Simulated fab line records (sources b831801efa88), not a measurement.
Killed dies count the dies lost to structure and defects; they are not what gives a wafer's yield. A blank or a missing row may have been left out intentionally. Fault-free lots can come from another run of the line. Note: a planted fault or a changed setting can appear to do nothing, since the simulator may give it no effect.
A struck lot beside a sound one :: flow gf180mcu :: 18 steps out of a route of 602
Sound: wafers L526.1, L526.2, L526.5. Struck: wafers L533.1, L533.3. (L533.5 of the same lot was not struck and is left out.) The cause comes at the end.
Per side, at each step with rows, come the tool, then ch with its chambers, and then its first start. Under that, the readings that differ: sound wafers :: struck wafers :: difference of the means :: sigmas: that difference in standard deviations of wafers without a fault.
alike: readings with means less than 2 such deviations apart, plus words and numbers identical on both sides. not compared: withheld readings, readings lacking a value on some wafer, bounds such as >300 that could conceal the same value, and numbers that have no deviation in the record and whose values overlap.
Wherever a step has rows on one side only, a row that says differs or no value, or a row with sigmas, the two part there. Numbers that have no deviation but don't overlap get no sigmas and don't part them. A reading that every wafer of one side lacks parts them only if that side has two wafers or more.

first, 3 steps without rows for these wafers: GF_V4_EXPOSE_11 (exposes mask Via4, target cd 260 nm); GF_V4_PEB_12 (peb time 90 s); GF_V4_DEVELOP_13 (develop time 60 s).
GF_V4_CD_MEAS_14: the cd target is 260 nm.
  sound: cd sem-01 at day 25 19:13; struck: cd sem-01 at day 28 05:13
  alike: cd nm
GF_V4_OVL_MEAS_15:
  sound: overlay-01 at day 25 19:20; struck: overlay-02 at day 28 05:20
  alike: V4_OVL
GF_V4_ETCH_16: etches BARC in N2/H2.
  sound on rie diel-04 ch 0,3, day 25 19:23; struck on rie diel-04 ch 0,3, day 28 05:23
reading: throttle valve pct (%)
sound: 13.226 13.225 13.238
struck: 13.206 13.214
difference: -0.020
sigmas: -2
  alike: drypump motor current A, oes product au
GF_V4_ETCH_17: etches SiO2 in C4F8/O2/Ar, stops on TiN, target depth 630 nm.
  sound on rie diel-04 ch 0,3; struck on rie diel-04 ch 0,3
  alike: oes product au
GF_V4_STRIP_18: strips in O2/N2.
  sound on plasma asher-02 ch 0,1, day 25 19:30; struck on plasma asher-02 ch 0,1, day 28 05:30
  alike: drypump motor current A, heater power w, oes product au, platen temp c
  not compared: rf hours counter h
then, 2 steps without rows for these wafers: GF_V4_STRIP_19 (strips in post etch residue remover, time 1200 s); GF_V4_CLEAN_20 (cleans in DIW).
GF_V4_SPUTTER_21: material Ti, target thk 15 nm, time 80.02 s.
  sound: pvd sputter-01 at day 25 20:05; struck: pvd sputter-01 at day 28 06:02
  alike: chamber pressure pa, substrate temp c, throttle valve pct
GF_V4_SPUTTER_22: material TiN, target thk 10 nm, time 40 s.
  sound: pvd sputter-01 at day 25 20:08; struck: pvd sputter-01 at day 28 06:06
  alike: chamber pressure pa, throttle valve pct
GF_V4_CVD_23: deposits W, target thk 350 nm, time 104.9 s.
  sound on cvd w-02 ch 0,1, day 25 20:11; struck on cvd w-01 ch 0, day 28 06:08
reading: model.W_of_V4_CVD_23.thk nm (nm)
sound: 349.5 346.9 344.9
struck: 162.8 162.1
difference: -184.6
sigmas: 
  alike: heater power w
GF_V4_RS_MEAS_24: the measuring method here is four-point-probe.
  sound: film metro-02 at day 25 20:17; struck: film metro-02 at day 28 06:15
reading: V4_W_RS (ohm/sq)
sound: 0.329 0.331 0.333
struck: 0.714 0.716
difference: +0.384
sigmas: +99 or more
GF_V4_THK_MEAS_25: measures by xrf.
  sound: film metro-02 at day 25 20:25; struck: film metro-02 at day 28 06:22
reading: V4_W_THK (nm)
sound: 345 341 340
struck: 159 159
difference: -183
sigmas: -34
GF_V4_CMP_26: polishes, stops on SiO2, t overpolish 15 s, target thk 0 nm.
  sound on cmp-02 ch 0,1,2, day 25 20:31; struck on cmp-01 ch 0,2, day 28 06:26
reading: time to endpoint s (s)
sound: 84.1 84.3 86.4
struck: 36.2 36.0
difference: -48.8
sigmas: -17
  alike: motor current A, slurry filter dp kPa
then, 1 step without rows for these wafers: GF_MIM_SPUTTER_00 (material Ti, target thk 37.5 nm, time 150 s).
GF_PASSIVATION_PROBE_99:
  the record holds rows for the sound wafers here (prober-01, day 30 07:43) but none for the struck ones

WHERE THEY PART
Last at GF_PASSIVATION_PROBE_99 as far as this record goes, first at GF_V4_ETCH_16.

WHY: what had been put in by the simulator
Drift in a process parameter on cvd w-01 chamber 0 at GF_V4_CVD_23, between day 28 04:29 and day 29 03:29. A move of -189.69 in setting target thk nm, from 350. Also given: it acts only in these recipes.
